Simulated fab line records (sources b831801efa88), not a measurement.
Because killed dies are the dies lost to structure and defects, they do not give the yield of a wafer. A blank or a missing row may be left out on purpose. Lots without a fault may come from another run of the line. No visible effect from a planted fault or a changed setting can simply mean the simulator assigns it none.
Problem report in the 8D (eight disciplines) form, filled by code | flow gf180mcu | the parts of the form that need people (team, actions taken, sign-off) are left out

== 1. THE ISSUE ==
Wafers free of any fault read 601 nm (standard deviation 6.3) for V4_CVD_00_THK at GF_V4_THK_MEAS_01, against a mean of 304 nm on 2 wafers of 2 lots. That is -47 standard deviations from the usual mean.
First observed at day 29 16:03: wafer L322.1, on film-metro-04. The record has a number at this step for 36 wafers belonging to 12 lots. By rule, "out" or "out of limits" means more than 4 standard deviations away from the usual mean. The rest of the wafers with a number are treated as sound.

== 2. WHAT IT IS, WHAT IT ISN'T ==
question                    | is                | is not
which readings at this step | V4_CVD_00_THK     | -
which lots                  | L322, L323        | L303, L304, L305, L306, L307, L308, L310, L311, L314, L315
which wafers of those lots  | L322.1, L323.4    | L322.3, L322.6, L323.3, L323.6
read on which gauges        | film-metro-04     | film-metro-02, film-metro-03
when                        | from day 29 16:03 | up to then (32 sound wafers); but 2 sound wafers of L323 came after

== 3. THE SUSPECTS, EACH WITH WHAT RULES IT OUT ==
Counting: if a tool at a process step up to the reading ran every lot that is out, it stays a suspect. Sound lots after the first of them don't rule it out here, since some wafers of a struck lot are sound.
- the gauge at GF_V4_THK_MEAS_01: ruled out. All the wafers that are out were read on film-metro-04, but those of them that GF_V4_CVD_00 has rows for are out there too, on other tools.
- rie-diel-04 at GF_V3_ETCH_17 (etches SiO2 in C4F8/O2/Ar, stops on TiN, target depth 635 nm): kept. Ran every lot that is out, first one L322 (day 28 19:46); last sound lot up to then L308 (day 25 21:04). With no start given for some of its lots, GF_V3_ETCH_17 uses the hours and lot order of GF_V3_CMP_26.
- hdpcvd-02 at GF_V4_CVD_00 (deposits SiO2, target thk 600 nm, time 100 s): kept. Ran every lot that is out, first one L322 (day 29 15:58); last sound lot up to then L315 (day 28 02:37). Out on those wafers are its own readings of sih4-flow-sccm.
- In hdpcvd-02 at GF_V4_CVD_00, the wafers that are out were processed in chamber 0 and their sound lot-mates in chambers 1, 2.
Left after counting: rie-diel-04 at GF_V3_ETCH_17, hdpcvd-02 at GF_V4_CVD_00.

== 4. THE CAUSE (what the simulator had put in) ==
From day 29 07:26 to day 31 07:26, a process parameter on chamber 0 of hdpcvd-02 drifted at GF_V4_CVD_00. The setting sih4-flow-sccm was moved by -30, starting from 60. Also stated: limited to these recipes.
Counting leaves 2 suspects; this tool is one of them.

== 5. SEQUENCE OF EFFECTS, ordered by route ==
Rows list readings where the struck wafers' mean (over those with a number) sits beyond 3 standard deviations from the usual. Only readings for which the record gives a usual standard deviation are gone through. hours: the time from each lot's start at the first step in this table that gives one to its start at this step, as a median over the lots. sigmas: the change in usual standard deviations.
hours | step              | reading        | usual      | on struck wafers | change | sigmas
0     | GF_V4_CVD_00      | sih4-flow-sccm | 60.00 sccm | 30.04            | -29.96 | -99 or more
0     | GF_V4_THK_MEAS_01 | V4_CVD_00_THK  | 601 nm     | 304              | -297   | -47
Process steps it contains:
- GF_V4_CVD_00: deposits SiO2, target thk 600 nm, time 100 s.

== 6. HOW IT WOULD HAVE BEEN CAUGHT EARLIER ==
Counted from the fault's start at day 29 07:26, it took 9 hours until the first out-of-limits reading at a measuring or inspecting step in this record, taken at day 29 16:03.
The tool's own readings at GF_V4_CVD_00 were out on every struck wafer that the step has a row for (sih4-flow-sccm): an alarm limit on them would have fired on the first of those.
L323, from the lots that are out (2), started GF_V4_CVD_00 on hdpcvd-02 later than day 29 16:03. Holding the tool at that time would have saved it.
